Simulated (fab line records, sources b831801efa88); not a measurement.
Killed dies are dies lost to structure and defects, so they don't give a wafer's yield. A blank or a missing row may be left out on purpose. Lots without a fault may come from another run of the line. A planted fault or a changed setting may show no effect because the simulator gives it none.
fab line records | flow sky130
record lots=7 wafers=21 last_day=50
route steps=708 shown VIA4@651 METAL5@661 PAD_OPEN@708
lots that met no fault: from a run of the same line without faults
start_h: hours from the record's first day to the start of the lot's first wafer shown | wait_h: hours since the lot's step before | " the same as in the row above | L1.1+2: a row that stands for several wafers | - no value, or no start given | * or withheld: withheld | < > ~ a bound
route shown NAME@n: a module of which the file shows steps, and the number in the route of the first | usual: mean/standard deviation of fault-free wafers | same: alike in all rows | chamber/n: place in a boat | sites: the reading at each site | _std_site: their standard deviation | _edge_site: outer sites' mean less inner sites' | radius_mm: how far each site lies from the wafer's centre | mask NAME#n: copy n | behind: the tool/chamber that last shaped the wafer | hold: why the lot was held/for how many hours/how that ended | device: the transistor (n, p or np) that didn't switch | end of line: the same wafers' tests at the end of the route | a step without rows: its recipe alone | killed: dies lost to structure and defects at the first sort, not the wafer's yield | map: a wafer's dies, x killed, . not, _ none there
set.NAME: the setting as run; set.NAME@STEP: as run at that earlier step | model.NAME: the simulator's own value behind a step, which no gauge read
lots at some steps of the route; a table a step, a row a wafer
services: from which hour (start_h, from the record's first day; less than 0 if before it) a tool's chamber was out of use, for how many hours, and why
## steps
# step SKY_VIA4_ETCH_12
# recipe target=SiO2 chemistry=C4F8/O2/Ar stop_on=TiN mask_material=NOVOLAK source_w=1500 bias_w=1200 pressure_mtorr=40 c4f8_flow_sccm=withheld O2_flow_sccm=6 Ar_flow_sccm=300 time_s=withheld target_depth_a=5800
# step SKY_VIA4_STRIP_13
# recipe chemistry=O2/N2 power_w=1400 pressure_mtorr=1500 platen_temp_c=withheld o2_flow_sccm=3000 n2_flow_sccm=300 overash_fraction=0.5
# usual drypump_motor_current_A=5.61/0.27 oes_product_au=0.709/0.0048 strip_time_to_endpoint_s=12.817/0.026
# columns lot.wafer tool chamber start_h wait_h drypump_motor_current_A oes_product_au rf_hours_counter_h strip_time_to_endpoint_s
L638.1 plasma_asher-03 1 1050.38 - 5.73 0.714 65 12.811
L638.2 " 0 " " 5.31 0.708 65 12.804
L638.6 " 0 " " 5.29 0.706 - 12.850
L641.2 plasma_asher-04 1 1069.13 - 6.10 0.710 0 12.786
L641.5 " 1 " " 6.09 0.703 - 12.782
L641.6 " 0 " " 5.75 0.703 - 12.787
L642.2 plasma_asher-02 1 1070.83 - 5.62 0.705 91 12.873
L642.5 " 1 " " 5.63 0.710 - 12.874
L642.6 " 0 " " 5.29 0.708 - 12.832
L643.1 plasma_asher-04 1 1076.23 - 6.06 0.715 1 12.802
L643.4 " 1 " " 6.08 0.710 - 12.845
L643.6 " 0 " " 5.71 0.704 - 12.824
L644.2 plasma_asher-02 0 1081.08 - 5.25 0.712 93 12.828
L644.3 " 1 " " 5.62 0.706 - 12.822
L644.4 " 0 " " 5.27 0.711 - 12.791
L654.1 plasma_asher-03 1 1151.93 - 5.75 0.716 72 12.803
L654.5 " 1 " " 5.73 0.704 - 12.778
L654.6 " 0 " " 5.30 0.702 - 12.832
L655.1 plasma_asher-02 1 1157.55 - 5.64 0.710 100 12.809
L655.2 " 0 " " 5.28 0.706 100 12.825
L655.3 " 0 " " 5.34 0.711 - 12.841
# step SKY_VIA4_STRIP_14
# recipe chemistry=post_etch_residue_remover time_s=1200 temp_c=72.5
# step SKY_VIA4_CLEAN_15
# recipe chemistry=IPA time_s=180 temp_c=25
# step SKY_VIA4_CLEAN_16
# recipe chemistry=O3/DIW dry=n2_spin
# step SKY_VIA4_SPUTTER_17
# recipe material=TiN target_thk_nm=20 chamber_pressure_pa=5 power_w=4000 time_s=80
# usual throttle_valve_pct=29.9/0.97
# columns lot.wafer tool chamber start_h wait_h throttle_valve_pct
L638.1 pvd_sputter-04 - 1051.24 0.0 30.0
L638.2 " - " " 29.0
L638.6 " - " " 31.5
L641.2 pvd_sputter-03 - 1069.78 0.0 31.0
L641.5 " - " " 30.3
L641.6 " - " " 29.8
L642.2 pvd_sputter-01 - 1071.42 0.0 31.0
L642.5 " - " " 30.9
L642.6 " - " " 29.1
L643.1 pvd_sputter-03 - 1076.83 0.0 30.8
L643.4 " - " " 30.3
L643.6 " - " " 30.8
L644.2 pvd_sputter-03 - 1081.67 0.0 31.1
L644.3 " - " " 30.1
L644.4 " - " " 30.4
L654.1 pvd_sputter-04 - 1152.57 0.0 30.7
L654.5 " - " " 29.0
L654.6 " - " " 30.7
L655.1 pvd_sputter-04 - 1158.14 0.0 29.0
L655.2 " - " " 31.4
L655.3 " - " " 30.7
# step SKY_VIA4_CVD_18
# recipe material=W target_thk_nm=505 time_s=152.14 temp_c=400 pressure_torr=40
# usual heater_power_outer_w=493/53 heater_power_w=811/73
# columns lot.wafer tool chamber start_h wait_h heater_power_outer_w heater_power_w since_wet_clean_h
L638.1 cvd_w-02 1 1051.30 0.0 453 765 647
L638.2 " 0 " " 472 785 647
L638.6 " 1 " " 458 759 -
L641.2 cvd_w-02 0 1069.85 0.0 481 764 666
L641.5 " 0 " " 487 791 -
L641.6 " 1 " " 453 775 -
L642.2 cvd_w-02 0 1071.48 0.0 481 766 668
L642.5 " 1 " " 447 763 -
L642.6 " 0 " " 472 803 -
L643.1 cvd_w-02 0 1077.09 0.2 473 793 673
L643.4 " 0 " " 475 771 -
L643.6 " 1 " " 447 780 -
L644.2 cvd_w-02 0 1081.73 0.0 483 776 678
L644.3 " 0 " " 474 785 -
L644.4 " 1 " " 445 771 -
L654.1 cvd_w-02 1 1152.63 0.0 450 777 749
L654.5 " 1 " " 461 772 -
L654.6 " 1 " " 446 779 -
L655.1 cvd_w-02 0 1158.20 0.0 496 774 754
L655.2 " 1 " " 449 772 754
L655.3 " 1 " " 449 789 -
# step SKY_VIA4_RS_MEAS_19
# recipe thk_meas_gauge=four-point-probe reads=W_of_VIA4_CVD_18+TiN_of_VIA4_SPUTTER_17
# usual VIA4_W_RS=0.2269/0.0021
# columns lot.wafer tool chamber start_h wait_h VIA4_W_RS[ohm/sq]
L638.1 film_metro-04 - 1051.45 0.1 0.2280
L638.2 " - " " 0.2268
L638.6 " - " " 0.2260
L641.2 film_metro-04 - 1070.03 0.1 0.2239
L641.5 " - " " 0.2265
L641.6 " - " " 0.2245
L642.2 film_metro-01 - 1071.65 0.1 0.2207
L642.5 " - " " 0.2225
L642.6 " - " " 0.2217
L643.1 film_metro-01 - 1077.24 0.1 0.2243
L643.4 " - " " 0.2265
L643.6 " - " " 0.2232
L644.2 film_metro-01 - 1081.90 0.1 0.2280
L644.3 " - " " 0.2277
L644.4 " - " " 0.2271
L654.1 film_metro-04 - 1152.93 0.3 0.2288
L654.5 " - " " 0.2276
L654.6 " - " " 0.2263
L655.1 film_metro-01 - 1158.35 0.1 0.2271
L655.2 " - " " 0.2279
L655.3 " - " " 0.2293
# step SKY_VIA4_THK_MEAS_20
# recipe thk_meas_gauge=xrf reads=W_of_VIA4_CVD_18
# usual VIA4_W_THK=501/7.5
# columns lot.wafer tool chamber start_h wait_h VIA4_W_THK[nm]
L638.1 film_metro-04 - 1051.57 0.1 492
L638.2 " - " " 494
L638.6 " - " " 494
L641.2 film_metro-04 - 1070.14 0.1 507
L641.5 " - " " 495
L641.6 " - " " 501
L642.2 film_metro-01 - 1071.76 0.1 517
L642.5 " - " " 510
L642.6 " - " " 512
L643.1 film_metro-01 - 1077.36 0.1 508
L643.4 " - " " 506
L643.6 " - " " 511
L644.2 film_metro-01 - 1082.01 0.1 501
L644.3 " - " " 505
L644.4 " - " " 506
L654.1 film_metro-04 - 1153.05 0.1 490
L654.5 " - " " 495
L654.6 " - " " 499
L655.1 film_metro-01 - 1158.47 0.1 500
L655.2 " - " " 502
L655.3 " - " " 498
# step SKY_VIA4_CMP_21
# recipe stop_on=SiO2 t_overpolish_s=25 down_force_psi=3.5 platen_rpm=60 target_thk_nm=0 pad_velocity_m_s=0.94248
# step SKY_METAL5_SPUTTER_00
# recipe material=Ti target_thk_nm=15 power_w=3000 time_s=10 chamber_pressure_pa=0.4
# usual throttle_valve_pct=29.6/1
# columns lot.wafer tool chamber start_h wait_h throttle_valve_pct
L638.1 pvd_sputter-02 - 1051.93 0.1 28.6
L638.2 " - " " 30.8
L638.6 " - " " 28.4
L641.2 pvd_sputter-02 - 1070.49 0.1 28.0
L641.5 " - " " 30.6
L641.6 " - " " 28.6
L642.2 pvd_sputter-02 - 1072.11 0.1 28.5
L642.5 " - " " 28.2
L642.6 " - " " 28.2
L643.1 pvd_sputter-03 - 1077.81 0.2 29.7
L643.4 " - " " 30.8
L643.6 " - " " 30.9
L644.2 pvd_sputter-02 - 1082.36 0.1 30.5
L644.3 " - " " 30.7
L644.4 " - " " 28.6
L654.1 pvd_sputter-03 - 1153.41 0.1 29.9
L654.5 " - " " 29.5
L654.6 " - " " 30.0
L655.1 pvd_sputter-01 - 1158.83 0.1 30.9
L655.2 " - " " 28.6
L655.3 " - " " 28.6
# step SKY_METAL5_SPUTTER_01
# recipe material=TiN target_thk_nm=20 power_w=6500 time_s=16.7 chamber_pressure_pa=0.4
# step SKY_METAL5_SPUTTER_02
# recipe material=AlCu target_thk_nm=1150 power_w=10600 time_s=61.2 chamber_pressure_pa=0.4
# usual throttle_valve_pct=29.6/1
# columns lot.wafer tool chamber start_h wait_h throttle_valve_pct model.AlCu_of_METAL5_SPUTTER_02.thk_nm
L638.1 pvd_sputter-02 - 1051.98 0.0 28.7 1170
L638.2 " - " " 30.4 1166
L638.6 " - " " 28.4 1168
L641.2 pvd_sputter-02 - 1070.53 0.0 28.4 1129
L641.5 " - " " 30.5 1137
L641.6 " - " " 28.7 717.4
L642.2 pvd_sputter-02 - 1072.16 0.0 28.4 726.2
L642.5 " - " " 28.5 1154
L642.6 " - " " 28.5 726.4
L643.1 pvd_sputter-03 - 1077.86 0.0 29.5 1147
L643.4 " - " " 31.0 1144
L643.6 " - " " 30.7 1130
L644.2 pvd_sputter-02 - 1082.41 0.0 30.2 1138
L644.3 " - " " 30.5 1149
L644.4 " - " " 28.7 720.8
L654.1 pvd_sputter-03 - 1153.46 0.0 30.0 1173
L654.5 " - " " 29.8 1170
L654.6 " - " " 30.2 1160
L655.1 pvd_sputter-01 - 1158.88 0.0 31.1 1151
L655.2 " - " " 28.1 1141
L655.3 " - " " 28.6 1137
# step SKY_METAL5_SPUTTER_03
# recipe material=Ti target_thk_nm=5 power_w=3000 time_s=3.3 chamber_pressure_pa=0.4
# step SKY_METAL5_SPUTTER_04
# recipe material=TiN target_thk_nm=70 power_w=6500 time_s=56.12 chamber_pressure_pa=0.4
# usual throttle_valve_pct=29.6/1
# columns lot.wafer tool chamber start_h wait_h throttle_valve_pct
L638.1 pvd_sputter-02 - 1052.05 0.0 28.8
L638.2 " - " " 30.8
L638.6 " - " " 28.4
L641.2 pvd_sputter-02 - 1070.60 0.0 28.3
L641.5 " - " " 30.9
L641.6 " - " " 28.5
L642.2 pvd_sputter-02 - 1072.23 0.0 28.5
L642.5 " - " " 28.1
L642.6 " - " " 28.4
L643.1 pvd_sputter-03 - 1077.93 0.0 29.7
L643.4 " - " " 31.0
L643.6 " - " " 30.8
L644.2 pvd_sputter-02 - 1082.48 0.0 30.1
L644.3 " - " " 30.7
L644.4 " - " " 28.7
L654.1 pvd_sputter-03 - 1153.53 0.0 30.2
L654.5 " - " " 29.6
L654.6 " - " " 30.1
L655.1 pvd_sputter-01 - 1158.95 0.0 30.8
L655.2 " - " " 28.4
L655.3 " - " " 28.4
# step SKY_METAL5_RS_MEAS_05
# recipe thk_meas_gauge=four-point-probe reads=TiN_of_METAL5_SPUTTER_04+Ti_of_METAL5_SPUTTER_03+AlCu_of_METAL5_SPUTTER_02+TiN_of_METAL5_SPUTTER_01+Ti_of_METAL5_SPUTTER_00
# usual METAL5_ALCU_RS=0.02698/0.00026
# columns lot.wafer tool chamber start_h wait_h METAL5_ALCU_RS[ohm/sq]
L638.1 film_metro-03 - 1052.10 0.0 0.02667
L638.2 " - " " 0.02672
L638.6 " - " " 0.02671
L641.2 film_metro-04 - 1070.67 0.0 0.0276
L641.5 " - " " 0.02737
L641.6 " - " " 0.04353
L642.2 film_metro-04 - 1072.30 0.0 0.04299
L642.5 " - " " 0.02695
L642.6 " - " " 0.04298
L643.1 film_metro-01 - 1077.98 0.0 0.02716
L643.4 " - " " 0.0272
L643.6 " - " " 0.02759
L644.2 film_metro-03 - 1082.55 0.0 0.02739
L644.3 " - " " 0.02713
L644.4 " - " " 0.04328
L654.1 film_metro-04 - 1153.58 0.0 0.02656
L654.5 " - " " 0.02664
L654.6 " - " " 0.02687
L655.1 film_metro-03 - 1159.00 0.0 0.02703
L655.2 " - " " 0.02734
L655.3 " - " " 0.02739
# step SKY_METAL5_THK_MEAS_06
# recipe thk_meas_gauge=xrf reads=AlCu_of_METAL5_SPUTTER_02
# usual METAL5_ALCU_THK=1158/13
# columns lot.wafer tool chamber start_h wait_h METAL5_ALCU_THK[nm]
L638.1 film_metro-03 - 1052.22 0.1 1165
L638.2 " - " " 1163
L638.6 " - " " 1179
L641.2 film_metro-04 - 1070.78 0.1 1130
L641.5 " - " " 1134
L641.6 " - " " 719
L642.2 film_metro-04 - 1072.41 0.1 726
L642.5 " - " " 1149
L642.6 " - " " 727
L643.1 film_metro-01 - 1078.10 0.1 1161
L643.4 " - " " 1155
L643.6 " - " " 1140
L644.2 film_metro-03 - 1082.66 0.1 1140
L644.3 " - " " 1147
L644.4 " - " " 721
L654.1 film_metro-04 - 1153.70 0.1 1184
L654.5 " - " " 1179
L654.6 " - " " 1169
L655.1 film_metro-03 - 1159.12 0.1 1150
L655.2 " - " " 1143
L655.3 " - " " 1138
# step SKY_METAL5_DEHYDRATE_07
# recipe temp_c=200 time_s=60
# step SKY_METAL5_HMDS_08
# recipe prime_time_s=60 prime_temp_c=120
# step SKY_METAL5_COAT_09
# recipe resist=NOVOLAK spin_rpm=3000 resist_thk_nm=1800
# step SKY_METAL5_SOFTBAKE_10
# recipe temp_c=90 time_s=60 resist=NOVOLAK
# step SKY_METAL5_EXPOSE_11
# recipe mask_id=MM5 na=0.6 source_shape=conventional sigma_outer=0.6 polarization=unpolarized target_cd_nm=1600 dose_mj=190
# step SKY_METAL5_PEB_12
# recipe temp_c=withheld time_s=* resist=NOVOLAK
# step SKY_METAL5_DEVELOP_13
# recipe resist=NOVOLAK developer=TMAH develop_time_s=60 dev_temp_c=23
# step SKY_METAL5_DESCUM_14
# recipe chemistry=O2 source_power_w=150 bias_power_w=0 pressure_mtorr=10 temp_c=40 time_s=11
# step SKY_METAL5_METAL_ETCH_15
# recipe target_depth_a=12600 stop_on=SiO2 over_etch_frac=0.2 time_s=252 chemistry=Cl2/BCl3 resist_sidewall_deg=86 pressure_mtorr=10 icp_w=900 bias_w=48.5 Cl2_flow_sccm=60 bcl3_flow_sccm=30
# usual drypump_motor_current_A=5.8/0.56 oes_product_au=0.894/0.005 throttle_valve_pct=22.264/0.0094
# columns lot.wafer tool chamber start_h wait_h drypump_motor_current_A oes_product_au rf_hours_counter_h throttle_valve_pct
L638.1 rie_metal-01 0 1073.80 0.0 5.3 0.893 21 22.253
L638.2 " 1 " " 6.8 0.890 19 22.265
L638.6 " 1 " " 6.8 0.898 - 22.243
L641.2 rie_metal-01 1 1091.32 0.0 6.8 0.890 20 22.267
L641.5 " 1 " " 6.8 0.892 - 22.261
L641.6 " 0 " " 5.3 0.725 - 22.264
L642.2 rie_metal-01 1 1093.37 0.0 6.8 0.729 21 22.280
L642.5 " 0 " " 5.3 0.896 - 22.276
L642.6 " 1 " " 6.8 0.723 - 22.270
L643.1 rie_metal-01 1 1098.77 0.0 6.7 0.892 21 22.258
L643.4 " 0 " " 5.4 0.889 - 22.286
L643.6 " 1 " " 6.7 0.888 - 22.268
L644.2 rie_metal-01 1 1102.70 0.0 6.8 0.898 22 22.270
L644.3 " 1 " " 6.8 0.894 - 22.266
L644.4 " 0 " " 5.4 0.722 - 22.262
L654.1 rie_metal-02 1 1171.15 0.0 5.4 0.893 18 22.267
L654.5 " 1 " " 5.4 0.893 - 22.268
L654.6 " 0 " " 6.0 0.892 - 22.244
L655.1 rie_metal-04 1 1175.92 0.0 5.2 0.900 31 22.250
L655.2 " 0 " " 6.0 0.895 18 22.273
L655.3 " 0 " " 5.9 0.901 - 22.265
# step SKY_METAL5_STRIP_16
# recipe chemistry=O2/N2 power_w=1400 pressure_mtorr=1500 platen_temp_c=withheld o2_flow_sccm=3000 n2_flow_sccm=300 overash_fraction=0.5
# step SKY_PAD_OPEN_PROBE_99
# usual defect_limited_yield=83.0/1.9 killed_at_M0_to_M3=43/6.9 killed_at_M4_up=3.1/1.9 killed_at_contacts=24/5.4 killed_at_front_end=14/4.3 killed_at_other=0.3/0.53 killed_dies=84/9.5 killed_open=46/6.8 killed_short=38/6 sort_bin_3_pad_short=0.9/0.46 sort_bin_5_function=10.0/1.4 sort_bin_6_memory=6.1/1.1 sort_n_pass=408/9.5 sort_yield_pct=83.0/1.9
# same gross_dies=492 killed_at_back_side=0 sort_bin_4_leakage[%]=0 sort_bin_8_speed[%]=0
# columns lot.wafer tool chamber start_h wait_h defect_limited_yield[%] killed_at_M0_to_M3 killed_at_M4_up killed_at_contacts killed_at_front_end killed_at_other killed_dies killed_open killed_short sort_bin_3_pad_short[%] sort_bin_5_function[%] sort_bin_6_memory[%] sort_n_pass sort_yield_pct[%] model.etest.via4_chain.rc_ohm model.etest.met5.rs_ohm_sq model.etest.met5.line_ohm_um
L638.1 prober-01 - 1116.84 0.1 84.1 25 2 31 20 0 78 41 37 1.6 8.7 5.5 414 84.1 0.8257 0.02661 0.01663
L638.2 prober-01 - 1116.89 0.1 82.5 40 1 26 19 0 86 46 40 1.4 9.3 6.7 406 82.5 0.8376 0.02693 0.01687
L638.6 prober-01 - 1117.09 0.2 84.3 39 2 26 10 0 77 33 44 0.4 9.8 5.5 415 84.3 0.8476 0.02677 0.01674
L641.2 prober-01 - 1132.06 0.1 82.3 40 4 23 19 1 87 49 37 0.8 10.6 6.3 405 82.3 0.8067 0.02758 0.01721
L641.5 prober-01 - 1132.21 0.2 84.1 40 4 20 14 0 78 38 39 1.4 9.3 5.1 414 84.1 0.8001 0.02742 0.01712
L641.6 prober-01 - 1132.26 0.2 83.5 39 3 26 13 0 81 45 36 0.6 9.1 6.7 411 83.5 0.842 0.04422 0.02753
L642.2 prober-02 - 1133.95 0.1 84.3 31 2 30 14 0 77 41 36 1.4 8.1 6.1 415 84.3 0.8321 0.04337 0.02711
L642.5 prober-02 - 1134.10 0.2 82.5 39 5 28 13 1 86 48 38 0.6 12.6 4.3 406 82.5 0.7804 0.027 0.01681
L642.6 prober-02 - 1134.15 0.2 81.7 40 3 31 16 0 90 51 39 0.8 10.4 7.1 402 81.7 0.8428 0.04334 0.02712
L643.1 prober-01 - 1140.81 0.1 82.3 41 2 26 18 0 87 53 34 0.6 9.8 7.3 405 82.3 0.7874 0.02687 0.01684
L643.4 prober-01 - 1140.96 0.2 83.3 49 1 17 15 0 82 44 38 1.8 9.8 5.1 410 83.3 0.7769 0.02736 0.017
L643.6 prober-01 - 1141.06 0.2 82.3 47 3 24 13 0 87 44 43 1.2 10.4 6.1 405 82.3 0.7727 0.02771 0.01731
L644.2 prober-02 - 1143.81 0.1 82.1 44 11 22 11 0 88 46 41 0.4 9.3 8.1 404 82.1 0.7806 0.0275 0.01722
L644.3 prober-02 - 1143.86 0.2 82.3 45 2 25 15 0 87 51 34 1.2 11.2 5.3 405 82.3 0.7724 0.0274 0.01719
L644.4 prober-02 - 1143.91 0.2 83.1 44 2 19 18 0 83 46 36 1.0 11.4 4.5 409 83.1 0.8286 0.04379 0.02743
L654.1 prober-02 - 1206.65 0.1 80.9 45 4 23 21 1 94 49 45 1.2 11.8 6.1 398 80.9 0.7851 0.02642 0.01646
L654.5 prober-02 - 1206.85 0.2 83.5 35 1 25 19 1 81 40 41 1.0 8.9 6.5 411 83.5 0.8137 0.02655 0.01658
L654.6 prober-02 - 1206.90 0.2 82.5 45 0 24 17 0 86 52 34 0.8 10.2 6.5 406 82.5 0.7975 0.02681 0.01672
L655.1 prober-02 - 1211.25 0.1 83.9 44 3 19 12 1 79 41 37 0.6 10.2 5.3 413 83.9 0.7876 0.02723 0.01713
L655.2 prober-02 - 1211.30 0.1 82.5 53 5 15 13 0 86 46 40 0.8 11.0 5.7 406 82.5 0.8043 0.02735 0.01722
L655.3 prober-02 - 1211.35 0.2 84.3 40 2 26 9 0 77 45 32 0.4 9.8 5.5 415 84.3 0.8087 0.02734 0.01712
# killed by level:class
L638.1 LI_CONTACT:geometric_particle:open=8 CONTACT:geometric_particle:open=8 POLY_GATE:geometric_particle:short=7 CONTACT:geometric_particle:short=5 VIA2:geometric_particle:open=5 FIELD_ISO:geometric_particle:open=4 POLY_GATE:geometric_particle:open=4 LI_CONTACT:geometric_particle:short=4
L638.2 VIA1:geometric_particle:open=13 CONTACT:geometric_particle:open=9 VIA2:geometric_particle:open=7 FIELD_ISO:geometric_particle:short=6 LI_CONTACT:geometric_particle:open=6 CONTACT:geometric_particle:short=6 POLY_GATE:geometric_particle:short=5 VIA3:geometric_particle:open=5
L638.6 VIA1:geometric_particle:open=12 CONTACT:geometric_particle:short=8 LOCAL_INTERCONNECT:geometric_particle:short=7 CONTACT:geometric_particle:open=7 POLY_GATE:geometric_particle:short=5 VIA1:geometric_particle:short=4 METAL2:geometric_particle:short=4 LI_CONTACT:geometric_particle:open=3
L641.2 VIA1:geometric_particle:open=12 LI_CONTACT:geometric_particle:open=9 POLY_GATE:geometric_particle:short=7 VIA1:geometric_particle:short=7 VIA3:geometric_particle:open=6 CONTACT:geometric_particle:open=5 VIA2:geometric_particle:open=5 FIELD_ISO:geometric_particle:open=4
L641.5 VIA3:geometric_particle:open=10 CONTACT:geometric_particle:short=7 VIA1:geometric_particle:open=7 METAL2:geometric_particle:short=5 LI_CONTACT:geometric_particle:open=5 METAL1:geometric_particle:short=5 VIA2:geometric_particle:open=5 FIELD_ISO:geometric_particle:short=4
L641.6 VIA1:geometric_particle:open=11 LI_CONTACT:geometric_particle:open=9 CONTACT:geometric_particle:open=7 VIA3:geometric_particle:open=6 LOCAL_INTERCONNECT:geometric_particle:short=5 METAL1:geometric_particle:short=5 FIELD_ISO:geometric_particle:short=4 POLY_GATE:geometric_particle:open=4
L642.2 VIA1:geometric_particle:open=9 CONTACT:geometric_particle:open=8 METAL2:geometric_particle:short=7 LI_CONTACT:geometric_particle:open=7 LOCAL_INTERCONNECT:geometric_particle:short=5 VIA3:geometric_particle:open=5 POLY_GATE:geometric_particle:short=4 LI_CONTACT:geometric_particle:short=4
L642.5 LI_CONTACT:geometric_particle:open=11 VIA1:geometric_particle:open=11 CONTACT:geometric_particle:open=7 POLY_GATE:geometric_particle:open=6 LI_CONTACT:geometric_particle:short=6 METAL2:geometric_particle:short=6 VIA2:geometric_particle:short=4 VIA1:geometric_particle:short=4
L642.6 LI_CONTACT:geometric_particle:open=12 VIA1:geometric_particle:open=10 CONTACT:geometric_particle:open=9 LOCAL_INTERCONNECT:geometric_particle:short=6 VIA1:geometric_particle:short=6 VIA2:geometric_particle:open=6 METAL2:geometric_particle:short=5 FIELD_ISO:geometric_particle:open=4
L643.1 VIA1:geometric_particle:open=17 CONTACT:geometric_particle:open=13 FIELD_ISO:geometric_particle:short=5 LI_CONTACT:geometric_particle:open=5 VIA1:geometric_particle:short=5 VIA3:geometric_particle:open=5 FIELD_ISO:geometric_particle:open=4 LOCAL_INTERCONNECT:geometric_particle:short=4
L643.4 VIA1:geometric_particle:open=15 METAL2:geometric_particle:short=8 CONTACT:geometric_particle:open=7 CONTACT:geometric_particle:short=5 VIA2:geometric_particle:open=5 VIA2:geometric_particle:short=5 VIA3:geometric_particle:open=4 VIA3:geometric_particle:short=4
L643.6 VIA1:geometric_particle:open=12 LI_CONTACT:geometric_particle:open=11 METAL1:geometric_particle:short=8 VIA2:geometric_particle:open=7 POLY_GATE:geometric_particle:short=5 VIA2:geometric_particle:short=5 CONTACT:geometric_particle:short=4 VIA1:geometric_particle:short=4
L644.2 VIA1:geometric_particle:open=13 METAL4:geometric_particle:short=8 CONTACT:geometric_particle:open=7 METAL2:geometric_particle:short=7 VIA2:geometric_particle:open=6 LI_CONTACT:geometric_particle:open=5 VIA3:geometric_particle:open=4 METAL3:geometric_particle:short=4
L644.3 VIA1:geometric_particle:open=14 CONTACT:geometric_particle:open=13 CONTACT:geometric_particle:short=7 VIA1:geometric_particle:short=7 VIA3:geometric_particle:open=6 METAL2:geometric_particle:short=6 VIA2:geometric_particle:open=5 POLY_GATE:geometric_particle:open=4
L644.4 VIA1:geometric_particle:open=14 CONTACT:geometric_particle:open=10 FIELD_ISO:geometric_particle:short=5 VIA1:geometric_particle:short=5 METAL2:geometric_particle:short=5 VIA3:geometric_particle:open=5 FIELD_ISO:geometric_particle:open=4 LI_CONTACT:geometric_particle:open=4
L654.1 VIA1:geometric_particle:open=12 VIA3:geometric_particle:open=8 CONTACT:geometric_particle:open=7 FIELD_ISO:geometric_particle:short=6 POLY_GATE:geometric_particle:short=6 LI_CONTACT:geometric_particle:open=6 METAL2:geometric_particle:short=6 VIA1:geometric_particle:short=5
L654.5 CONTACT:geometric_particle:open=8 VIA1:geometric_particle:short=7 FIELD_ISO:geometric_particle:open=6 LOCAL_INTERCONNECT:geometric_particle:short=5 VIA2:geometric_particle:open=5 FIELD_ISO:geometric_particle:short=4 POLY_GATE:geometric_particle:open=4 LI_CONTACT:geometric_particle:open=4
L654.6 LOCAL_INTERCONNECT:geometric_particle:short=9 VIA3:geometric_particle:open=8 POLY_GATE:geometric_particle:open=7 CONTACT:geometric_particle:open=7 VIA1:geometric_particle:open=7 VIA3:geometric_particle:short=7 FIELD_ISO:geometric_particle:open=5 LI_CONTACT:geometric_particle:open=5
L655.1 VIA1:geometric_particle:open=11 VIA3:geometric_particle:open=9 CONTACT:geometric_particle:open=6 VIA2:geometric_particle:open=6 CONTACT:geometric_particle:short=5 FIELD_ISO:geometric_particle:short=4 POLY_GATE:geometric_particle:short=4 VIA3:geometric_particle:short=4
L655.2 VIA3:geometric_particle:open=13 VIA2:geometric_particle:open=9 VIA1:geometric_particle:open=8 METAL1:geometric_particle:short=6 METAL2:geometric_particle:short=5 CONTACT:geometric_particle:open=5 VIA3:geometric_particle:short=5 METAL4:geometric_particle:short=5
L655.3 LI_CONTACT:geometric_particle:open=9 VIA2:geometric_particle:open=8 VIA1:geometric_particle:open=8 CONTACT:geometric_particle:open=6 METAL2:geometric_particle:short=6 VIA3:geometric_particle:open=5 CONTACT:geometric_particle:short=5 METAL1:geometric_particle:short=4
## services
# columns tool chamber start_h hours kind
rie_metal-04 - 1028.83 28.1 pm
plasma_asher-03 - 1036.43 1.5 repair
pvd_sputter-01 - 1049.50 9.5 repair
pvd_sputter-01 - 1052.49 3.2 repair
pvd_sputter-04 2 1053.75 - consumable_replace:kit
pvd_sputter-04 2 1053.75 18.0 scheduled_down
plasma_asher-04 - 1055.27 9.0 pm
pvd_sputter-02 2 1059.00 - consumable_replace:kit
pvd_sputter-02 2 1059.00 18.0 scheduled_down
pvd_sputter-02 2 1059.00 18.0 vent_cycle
plasma_asher-03 - 1065.78 2.9 repair
plasma_asher-03 - 1068.72 15.6 pm
pvd_sputter-04 - 1078.37 1.7 repair
pvd_sputter-04 - 1093.93 3.8 repair
cvd_w-02 - 1104.27 0.9 repair
plasma_asher-02 - 1131.32 2.8 pm
pvd_sputter-03 3 1133.58 - consumable_replace:kit
pvd_sputter-03 3 1133.58 18.0 scheduled_down
pvd_sputter-03 3 1133.58 18.0 vent_cycle
pvd_sputter-02 1 1146.38 - consumable_replace:kit
pvd_sputter-02 1 1146.38 18.0 scheduled_down
pvd_sputter-02 1 1146.38 18.0 vent_cycle
cvd_w-02 0 1149.04 4.0 repair
cvd_w-02 - 1159.16 6.9 pm
## key
first_sign step=SKY_METAL5_RS_MEAS_05 reading=METAL5_ALCU_RS direction=up sigmas=62 usual=0.02698 struck=0.0432
effect step=SKY_METAL5_THK_MEAS_06 reading=METAL5_ALCU_THK direction=down sigmas=34 usual=1158 struck=723
effect step=SKY_METAL5_METAL_ETCH_15 reading=oes_product_au direction=down sigmas=34 usual=0.894 struck=0.725
model_effect step=SKY_METAL5_SPUTTER_02 value=AlCu_of_METAL5_SPUTTER_02.thk_nm without=1141 struck=722.7
model_effect step=SKY_PAD_OPEN_PROBE_99 value=etest.via4_chain.rc_ohm without=0.7964 struck=0.8364
met_at SKY_METAL5_SPUTTER_02
struck_wafers L641.6,L642.2,L642.6,L644.4
onset_between 1051.98 1070.53
fault kind=process_parameter_drift tool=pvd_sputter-02 chamber=- onset_h=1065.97 steps=SKY_METAL5_SPUTTER_02 channel=target_thk_nm offset=-418.74 shape=step end_h=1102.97 acts_in=these_recipes_only stated=1150 scope=struck_wafers_only
